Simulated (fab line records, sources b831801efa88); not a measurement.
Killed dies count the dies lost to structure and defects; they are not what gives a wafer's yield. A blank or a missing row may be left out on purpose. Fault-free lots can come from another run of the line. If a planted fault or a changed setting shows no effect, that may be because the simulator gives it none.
Which tool did it? / flow sky130 / Sampling: 24 lots, 72 wafers, 5 of 708 route steps

WHAT EACH GAUGE READ, for each wafer
SKY_VIA3_OVL_MEAS_13. Usual: VIA3_OVL gives 3 nm (standard deviation 5.2).
lot=L074; measured=day 40 07:55; on=overlay-02; VIA3_OVL (nm)=1 1 2; flag=
lot=L076; measured=day 40 12:52; on=overlay-01; VIA3_OVL (nm)=9 8 5; flag=
lot=L075; measured=day 40 15:11; on=overlay-01; VIA3_OVL (nm)=-2 -2 3; flag=
lot=L077; measured=day 40 18:13; on=overlay-01; VIA3_OVL (nm)=7 7 5; flag=
lot=L078; measured=day 40 23:38; on=overlay-01; VIA3_OVL (nm)=0 3 -3; flag=
lot=L079; measured=day 41 04:52; on=overlay-02; VIA3_OVL (nm)=4 -1 3; flag=
lot=L081; measured=day 41 16:49; on=overlay-02; VIA3_OVL (nm)=-3 1 -4; flag=
lot=L080; measured=day 41 23:02; on=overlay-01; VIA3_OVL (nm)=-3 -4 -4; flag=
lot=L082; measured=day 41 23:46; on=overlay-01; VIA3_OVL (nm)=6 8 2; flag=
lot=L083; measured=day 42 09:19; on=overlay-01; VIA3_OVL (nm)=-9 -2 -3; flag=
lot=L084; measured=day 42 17:25; on=overlay-01; VIA3_OVL (nm)=11 7 7; flag=
lot=L085; measured=day 43 02:19; on=overlay-01; VIA3_OVL (nm)=2 0 -2; flag=
lot=L086; measured=day 43 04:13; on=overlay-02; VIA3_OVL (nm)=5 2 -4; flag=
lot=L087; measured=day 43 08:32; on=overlay-02; VIA3_OVL (nm)=-2 1 4; flag=
lot=L088; measured=day 43 14:04; on=overlay-01; VIA3_OVL (nm)=-1 -9 -6; flag=
lot=L089; measured=day 43 20:16; on=overlay-02; VIA3_OVL (nm)=8 3 7; flag=
lot=L090; measured=day 44 06:38; on=overlay-01; VIA3_OVL (nm)=4 5 6; flag=
lot=L091; measured=day 44 07:10; on=overlay-02; VIA3_OVL (nm)=0 -2 -6; flag=
lot=L092; measured=day 44 19:28; on=overlay-02; VIA3_OVL (nm)=13 13 8; flag=
lot=L093; measured=day 44 21:20; on=overlay-01; VIA3_OVL (nm)=1 -4 -6; flag=
lot=L094; measured=day 45 07:26; on=overlay-01; VIA3_OVL (nm)=8 9 10; flag=
lot=L095; measured=day 45 12:37; on=overlay-02; VIA3_OVL (nm)=8 14 8; flag=
lot=L096; measured=day 45 15:53; on=overlay-01; VIA3_OVL (nm)=6 6 5; flag=
lot=L097; measured=day 45 21:21; on=overlay-01; VIA3_OVL (nm)=-1 2 1; flag=

SKY_CAP2M_OVL_MEAS_12. Usual: CAP2M_OVL gives -0.2 nm (standard deviation 1.4).
lot=L074; measured=day 41 09:56; on=overlay-02; CAP2M_OVL (nm)=0.6 1.4 2.1; flag=
lot=L076; measured=day 41 14:55; on=overlay-01; CAP2M_OVL (nm)=-1.5 -2.4 -1.3; flag=
lot=L075; measured=day 41 16:59; on=overlay-02; CAP2M_OVL (nm)=0.4 0.8 0.6; flag=
lot=L077; measured=day 41 20:04; on=overlay-02; CAP2M_OVL (nm)=1.0 0.1 -0.4; flag=
lot=L078; measured=day 42 01:22; on=overlay-02; CAP2M_OVL (nm)=0.4 0.4 0.4; flag=
lot=L079; measured=day 42 06:46; on=overlay-02; CAP2M_OVL (nm)=0.3 0.7 0.9; flag=
lot=L081; measured=day 42 18:31; on=overlay-01; CAP2M_OVL (nm)=-1.1 1.1 0.3; flag=
lot=L080; measured=day 43 00:28; on=overlay-02; CAP2M_OVL (nm)=-1.3 -1.3 -1.3; flag=
lot=L082; measured=day 43 00:59; on=overlay-01; CAP2M_OVL (nm)=-0.6 -1.6 -0.8; flag=
lot=L083; measured=day 43 10:37; on=overlay-02; CAP2M_OVL (nm)=-0.2 0.9 1.2; flag=
lot=L084; measured=day 43 18:47; on=overlay-02; CAP2M_OVL (nm)=1.3 0.2 0.8; flag=
lot=L085; measured=day 44 02:10; on=overlay-01; CAP2M_OVL (nm)=-0.2 -0.3 0.0; flag=
lot=L086; measured=day 44 03:52; on=overlay-02; CAP2M_OVL (nm)=1.3 0.8 0.1; flag=
lot=L087; measured=day 44 08:43; on=overlay-02; CAP2M_OVL (nm)=-0.1 -0.9 -1.2; flag=
lot=L088; measured=day 44 14:20; on=overlay-02; CAP2M_OVL (nm)=-0.6 -0.7 -0.1; flag=
lot=L089; measured=day 44 20:22; on=overlay-01; CAP2M_OVL (nm)=-1.5 -1.3 -2.5; flag=
lot=L090; measured=day 45 06:40; on=overlay-01; CAP2M_OVL (nm)=-0.3 -1.3 -0.3; flag=
lot=L091; measured=day 45 06:58; on=overlay-02; CAP2M_OVL (nm)=-1.0 -1.7 -2.0; flag=
lot=L092; measured=day 45 19:04; on=overlay-02; CAP2M_OVL (nm)=-0.9 -1.7 -0.4; flag=
lot=L093; measured=day 45 20:46; on=overlay-02; CAP2M_OVL (nm)=-0.1 0.8 2.6; flag=
lot=L094; measured=day 46 06:29; on=overlay-01; CAP2M_OVL (nm)=-1.6 -0.5 -2.2; flag=
lot=L095; measured=day 46 11:08; on=overlay-01; CAP2M_OVL (nm)=-2.5 -0.8 -1.6; flag=
lot=L096; measured=day 46 13:41; on=overlay-02; CAP2M_OVL (nm)=1.5 1.6 2.7; flag=
lot=L097; measured=day 46 19:55; on=overlay-01; CAP2M_OVL (nm)=-1.0 -0.7 -1.8; flag=

SKY_VIA4_BOW_MEAS_03. Usual: VIA4_BOW gives 79 um (standard deviation 7.9).
lot=L074; measured=day 42 12:04; on=film-metro-02; VIA4_BOW (um)=68 83 75; flag=
lot=L076; measured=day 42 17:04; on=film-metro-01; VIA4_BOW (um)=64 79 67; flag=
lot=L075; measured=day 42 19:07; on=film-metro-02; VIA4_BOW (um)=71 70 69; flag=
lot=L077; measured=day 42 22:07; on=film-metro-04; VIA4_BOW (um)=80 80 81; flag=
lot=L078; measured=day 43 03:47; on=film-metro-04; VIA4_BOW (um)=76 84 86; flag=
lot=L079; measured=day 43 08:35; on=film-metro-04; VIA4_BOW (um)=66 78 84; flag=
lot=L081; measured=day 43 20:26; on=film-metro-04; VIA4_BOW (um)=71 78 82; flag=
lot=L080; measured=day 44 01:25; on=film-metro-01; VIA4_BOW (um)=83 74 95; flag=
lot=L082; measured=day 44 03:05; on=film-metro-01; VIA4_BOW (um)=60 76 73; flag=
lot=L083; measured=day 44 11:55; on=film-metro-02; VIA4_BOW (um)=67 85 90; flag=
lot=L084; measured=day 44 19:45; on=film-metro-02; VIA4_BOW (um)=83 82 78; flag=
lot=L085; measured=day 45 03:08; on=film-metro-01; VIA4_BOW (um)=73 89 80; flag=
lot=L086; measured=day 45 04:17; on=film-metro-01; VIA4_BOW (um)=78 89 74; flag=
lot=L087; measured=day 45 09:36; on=film-metro-04; VIA4_BOW (um)=77 83 88; flag=
lot=L088; measured=day 45 14:11; on=film-metro-01; VIA4_BOW (um)=93 98 82; flag=
lot=L089; measured=day 45 20:24; on=film-metro-02; VIA4_BOW (um)=74 89 71; flag=
lot=L090; measured=day 46 05:50; on=film-metro-04; VIA4_BOW (um)=77 83 90; flag=
lot=L091; measured=day 46 06:44; on=film-metro-02; VIA4_BOW (um)=69 72 80; flag=
lot=L092; measured=day 46 18:40; on=film-metro-01; VIA4_BOW (um)=81 80 88; flag=
lot=L093; measured=day 46 20:46; on=film-metro-04; VIA4_BOW (um)=74 78 78; flag=
lot=L094; measured=day 47 05:56; on=film-metro-01; VIA4_BOW (um)=85 65 83; flag=
lot=L095; measured=day 47 10:12; on=film-metro-02; VIA4_BOW (um)=69 77 77; flag=
lot=L096; measured=day 47 12:26; on=film-metro-01; VIA4_BOW (um)=79 73 77; flag=
lot=L097; measured=day 47 17:52; on=film-metro-04; VIA4_BOW (um)=94 88 84; flag=

EACH LOT AND THE TOOL THAT RAN IT (in order: tool; ch and the chambers of the sampled wafers; start)
lot=L074; SKY_METAL4_SPUTTER_00=pvd-sputter-02, day 40 09:22; SKY_VIA4_CMP_02=cmp-02 ch 0,2, day 42 11:46
lot=L076; SKY_METAL4_SPUTTER_00=pvd-sputter-01, day 40 14:16; SKY_VIA4_CMP_02=cmp-01 ch 0,1,2, day 42 16:46
lot=L075; SKY_METAL4_SPUTTER_00=pvd-sputter-03, day 40 16:34; SKY_VIA4_CMP_02=cmp-02 ch 0,1,2, day 42 18:55
lot=L077; SKY_METAL4_SPUTTER_00=pvd-sputter-02, day 40 19:35; SKY_VIA4_CMP_02=cmp-01 ch 0,1,3, day 42 21:53
lot=L078; SKY_METAL4_SPUTTER_00=pvd-sputter-03, day 41 01:07; SKY_VIA4_CMP_02=cmp-02 ch 2,3, day 43 03:28
lot=L079; SKY_METAL4_SPUTTER_00=pvd-sputter-03, day 41 06:14; SKY_VIA4_CMP_02=cmp-02 ch 0,3, day 43 08:14
lot=L081; SKY_METAL4_SPUTTER_00=pvd-sputter-02, day 41 18:17; SKY_VIA4_CMP_02=cmp-02 ch 0,2, day 43 20:10
lot=L080; SKY_METAL4_SPUTTER_00=pvd-sputter-02, day 42 00:25; SKY_VIA4_CMP_02=cmp-01 ch 0,2,3, day 44 01:10
lot=L082; SKY_METAL4_SPUTTER_00=pvd-sputter-01, day 42 01:08; SKY_VIA4_CMP_02=cmp-02 ch 0,3, day 44 02:46
lot=L083; SKY_METAL4_SPUTTER_00=pvd-sputter-02, day 42 10:43; SKY_VIA4_CMP_02=cmp-02 ch 0,2,3, day 44 11:37
lot=L084; SKY_METAL4_SPUTTER_00=pvd-sputter-01, day 42 18:49; SKY_VIA4_CMP_02=cmp-02 ch 2,3, day 44 19:23
lot=L085; SKY_METAL4_SPUTTER_00=pvd-sputter-02, day 43 03:46; SKY_VIA4_CMP_02=cmp-01 ch 1,2,3, day 45 02:53
lot=L086; SKY_METAL4_SPUTTER_00=pvd-sputter-02, day 43 05:37; SKY_VIA4_CMP_02=cmp-01 ch 0,1,2, day 45 03:59
lot=L087; SKY_METAL4_SPUTTER_00=pvd-sputter-03, day 43 09:58; SKY_VIA4_CMP_02=cmp-01 ch 0,1,3, day 45 09:16
lot=L088; SKY_METAL4_SPUTTER_00=pvd-sputter-02, day 43 15:53; SKY_VIA4_CMP_02=cmp-02 ch 1,3, day 45 13:52
lot=L089; SKY_METAL4_SPUTTER_00=pvd-sputter-03, day 43 21:45; SKY_VIA4_CMP_02=cmp-02 ch 1,2,3, day 45 20:05
lot=L090; SKY_METAL4_SPUTTER_00=pvd-sputter-02, day 44 08:05; SKY_VIA4_CMP_02=cmp-01 ch 0,1,2, day 46 05:35
lot=L091; SKY_METAL4_SPUTTER_00=pvd-sputter-01, day 44 08:35; SKY_VIA4_CMP_02=cmp-02 ch 0,2,3, day 46 06:34
lot=L092; SKY_METAL4_SPUTTER_00=pvd-sputter-02, day 44 20:52; SKY_VIA4_CMP_02=cmp-01 ch 0,1, day 46 18:21
lot=L093; SKY_METAL4_SPUTTER_00=pvd-sputter-02, day 44 22:43; SKY_VIA4_CMP_02=cmp-01 ch 2,3, day 46 20:27
lot=L094; SKY_METAL4_SPUTTER_00=pvd-sputter-03, day 45 08:50; SKY_VIA4_CMP_02=cmp-02 ch 0,1,3, day 47 05:37
lot=L095; SKY_METAL4_SPUTTER_00=pvd-sputter-03, day 45 14:01; SKY_VIA4_CMP_02=cmp-02 ch 1,2, day 47 09:53
lot=L096; SKY_METAL4_SPUTTER_00=pvd-sputter-01, day 45 17:16; SKY_VIA4_CMP_02=cmp-02 ch 1,2,3, day 47 12:14
lot=L097; SKY_METAL4_SPUTTER_00=pvd-sputter-03, day 45 22:47; SKY_VIA4_CMP_02=cmp-01 ch 1,2,3, day 47 17:34
- SKY_METAL4_SPUTTER_00: material Ti, target thk 15 nm, time 10 s.
- SKY_VIA4_CMP_02: polishes SiO2.

AS READ BY THE TOOLS THEMSELVES (means over the sampled wafers that have a number; for cases with no such wafer, the mark the record gives instead)
SKY_METAL4_SPUTTER_00. Usual: 30.2 % for throttle-valve-pct, sd 1.3.
lot=L074; tool=pvd-sputter-02; throttle-valve-pct (%)=30.0; flag=
lot=L076; tool=pvd-sputter-01; throttle-valve-pct (%)=30.2; flag=
lot=L075; tool=pvd-sputter-03; throttle-valve-pct (%)=31.7; flag=
lot=L077; tool=pvd-sputter-02; throttle-valve-pct (%)=30.6; flag=
lot=L078; tool=pvd-sputter-03; throttle-valve-pct (%)=30.9; flag=
lot=L079; tool=pvd-sputter-03; throttle-valve-pct (%)=30.8; flag=
lot=L081; tool=pvd-sputter-02; throttle-valve-pct (%)=29.9; flag=
lot=L080; tool=pvd-sputter-02; throttle-valve-pct (%)=30.2; flag=
lot=L082; tool=pvd-sputter-01; throttle-valve-pct (%)=29.6; flag=
lot=L083; tool=pvd-sputter-02; throttle-valve-pct (%)=30.7; flag=
lot=L084; tool=pvd-sputter-01; throttle-valve-pct (%)=30.1; flag=
lot=L085; tool=pvd-sputter-02; throttle-valve-pct (%)=30.2; flag=
lot=L086; tool=pvd-sputter-02; throttle-valve-pct (%)=30.0; flag=
lot=L087; tool=pvd-sputter-03; throttle-valve-pct (%)=30.9; flag=
lot=L088; tool=pvd-sputter-02; throttle-valve-pct (%)=30.7; flag=
lot=L089; tool=pvd-sputter-03; throttle-valve-pct (%)=29.7; flag=
lot=L090; tool=pvd-sputter-02; throttle-valve-pct (%)=29.9; flag=
lot=L091; tool=pvd-sputter-01; throttle-valve-pct (%)=29.6; flag=
lot=L092; tool=pvd-sputter-02; throttle-valve-pct (%)=30.0; flag=
lot=L093; tool=pvd-sputter-02; throttle-valve-pct (%)=29.3; flag=
lot=L094; tool=pvd-sputter-03; throttle-valve-pct (%)=29.7; flag=
lot=L095; tool=pvd-sputter-03; throttle-valve-pct (%)=31.6; flag=
lot=L096; tool=pvd-sputter-01; throttle-valve-pct (%)=28.9; flag=
lot=L097; tool=pvd-sputter-03; throttle-valve-pct (%)=29.7; flag=

SKY_VIA4_CMP_02. Usual: 12.1 A for motor-current-A, sd 1.3.
lot=L074; tool=cmp-02; motor-current-A (A)=11.8; flag=
lot=L076; tool=cmp-01; motor-current-A (A)=12.9; flag=
lot=L075; tool=cmp-02; motor-current-A (A)=12.0; flag=
lot=L077; tool=cmp-01; motor-current-A (A)=12.5; flag=
lot=L078; tool=cmp-02; motor-current-A (A)=11.6; flag=
lot=L079; tool=cmp-02; motor-current-A (A)=12.0; flag=
lot=L081; tool=cmp-02; motor-current-A (A)=11.8; flag=
lot=L080; tool=cmp-01; motor-current-A (A)=11.8; flag=
lot=L082; tool=cmp-02; motor-current-A (A)=11.9; flag=
lot=L083; tool=cmp-02; motor-current-A (A)=12.0; flag=
lot=L084; tool=cmp-02; motor-current-A (A)=12.1; flag=
lot=L085; tool=cmp-01; motor-current-A (A)=11.3; flag=
lot=L086; tool=cmp-01; motor-current-A (A)=13.1; flag=
lot=L087; tool=cmp-01; motor-current-A (A)=12.6; flag=
lot=L088; tool=cmp-02; motor-current-A (A)=12.5; flag=
lot=L089; tool=cmp-02; motor-current-A (A)=12.7; flag=
lot=L090; tool=cmp-01; motor-current-A (A)=12.4; flag=
lot=L091; tool=cmp-02; motor-current-A (A)=11.7; flag=
lot=L092; tool=cmp-01; motor-current-A (A)=14.2; flag=
lot=L093; tool=cmp-01; motor-current-A (A)=10.1; flag=
lot=L094; tool=cmp-02; motor-current-A (A)=12.5; flag=
lot=L095; tool=cmp-02; motor-current-A (A)=12.6; flag=
lot=L096; tool=cmp-02; motor-current-A (A)=12.5; flag=
lot=L097; tool=cmp-01; motor-current-A (A)=11.3; flag=

THE ANSWER, worked out from the rows above alone
Rule: take the mean of a lot's wafers that have a number; if it is more than 3 standard deviations from the usual mean, the lot is off. A lot without any number at a reading at which 4 lots or more have one is off too. The other lots that the step has rows for count as sound. Order of review: gauges by route order, followed by the tools' own readings, for which a lot's mean as printed above is used. The first step at which some lot is off is used, and at that step the reading that is off furthest; a lot without a number counts as furthest.
No lot is off at any reading shown: from this, nothing can be told.

WHAT HAD BEEN PUT IN BY THE SIMULATOR
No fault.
